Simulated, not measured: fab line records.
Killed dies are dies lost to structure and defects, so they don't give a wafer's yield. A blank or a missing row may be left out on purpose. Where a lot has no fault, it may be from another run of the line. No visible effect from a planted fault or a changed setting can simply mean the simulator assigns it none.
Problem report, 8D (eight disciplines) form, completed by code    flow gf180mcu    the parts of the form that need people (team, actions taken, sign-off) are left out

## 1. WHAT IS WRONG
Wafers free of any fault read 683.5 (standard deviation 2.9) for VT_IMPLANT_4_TW at GF_VT_IMPLANT_TW_MEAS_43, against a mean of 704.5 on 6 wafers of 2 lots. Measured from the usual mean, that is +7.2 standard deviations.
First observed at day 11 05:44: wafer L590.2, on filmMetro-03. At this step, 42 wafers from 14 lots have a number in the record. By rule, "out" or "out of limits" means more than 4 standard deviations away from the usual mean. The other wafers with a number count as sound.

## 2. WHAT IT IS AND WHAT IT IS NOT
question                     is                          is not
which readings at this step  VT_IMPLANT_4_TW             -
which lots                   L590, L592                  L577, L578, L579, L580, L581, L583, L585, L594, L595, L596, L598, L600
which wafers of those lots   all that have a number      -
read on which gauges         filmMetro-03, filmMetro-04  filmMetro-02
when                         from day 11 05:44           up to then (21 sound wafers); but 15 sound wafers of L594, L595, L596, L598, L600 came after

## 3. THE SUSPECTS, EACH WITH WHAT RULES IT OUT
Counting: a tool at a process step up to the reading stays a suspect if it ran every lot that is out and no sound lot after the first of them.
- the gauge at GF_VT_IMPLANT_TW_MEAS_43: ruled out. The wafers that are out were read on 2 gauges (filmMetro-03, filmMetro-04).
- implanter-01 at GF_VT_IMPLANT_IMPLANT_41: kept. All lots that are out passed through it, beginning with L590 at day 11 05:30, and no sound lot followed; its final sound lot before that point was L585 at day 9 16:56. Out on those wafers are its own readings of doseIonsCm2.
The count leaves implanter-01 at GF_VT_IMPLANT_IMPLANT_41.

## 4. THE CAUSE (what the simulator had put in)
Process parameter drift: implanter-01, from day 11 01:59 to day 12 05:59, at GF_VT_IMPLANT_IMPLANT_41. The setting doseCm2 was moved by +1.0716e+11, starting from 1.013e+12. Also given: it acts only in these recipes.
The count eliminated every tool but this one.

## 5. SEQUENCE OF EFFECTS, ordered by route
Rows list readings where the struck wafers' mean (over those with a number) sits beyond 3 standard deviations from the usual. Only readings whose record carries a usual standard deviation are examined. hours: median over the lots of the time between each lot's start at the first step of this table that gives one and its start at this step. sigmas: the change, counted in usual standard deviations.
hours  step                      reading           usual       on struck wafers  change       sigmas
0      GF_VT_IMPLANT_IMPLANT_41  doseIonsCm2       1.0128e+12  1.1202e+12        +1.0745e+11  +98
0      GF_VT_IMPLANT_IMPLANT_41  faradayCurrentUA  5.71        6.28              +0.57        +5.2
0      GF_VT_IMPLANT_TW_MEAS_43  VT_IMPLANT_4_TW   683.5       704.5             +21.0        +7.2
It contains these process steps:
- GF_VT_IMPLANT_IMPLANT_41

## 6. WHAT WOULD HAVE CAUGHT IT SOONER
The first out-of-limits reading at a measuring or inspecting step in this record came at day 11 05:44, 4 hours after the fault's start at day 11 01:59.
The tool's own readings at GF_VT_IMPLANT_IMPLANT_41 were out on every struck wafer that the step has a row for (doseIonsCm2): an alarm limit on them would have fired on the first of those.
Of the lots that are out (2), L592 began GF_VT_IMPLANT_IMPLANT_41 on implanter-01 after day 11 05:44. A hold on the tool at that time would have spared it.
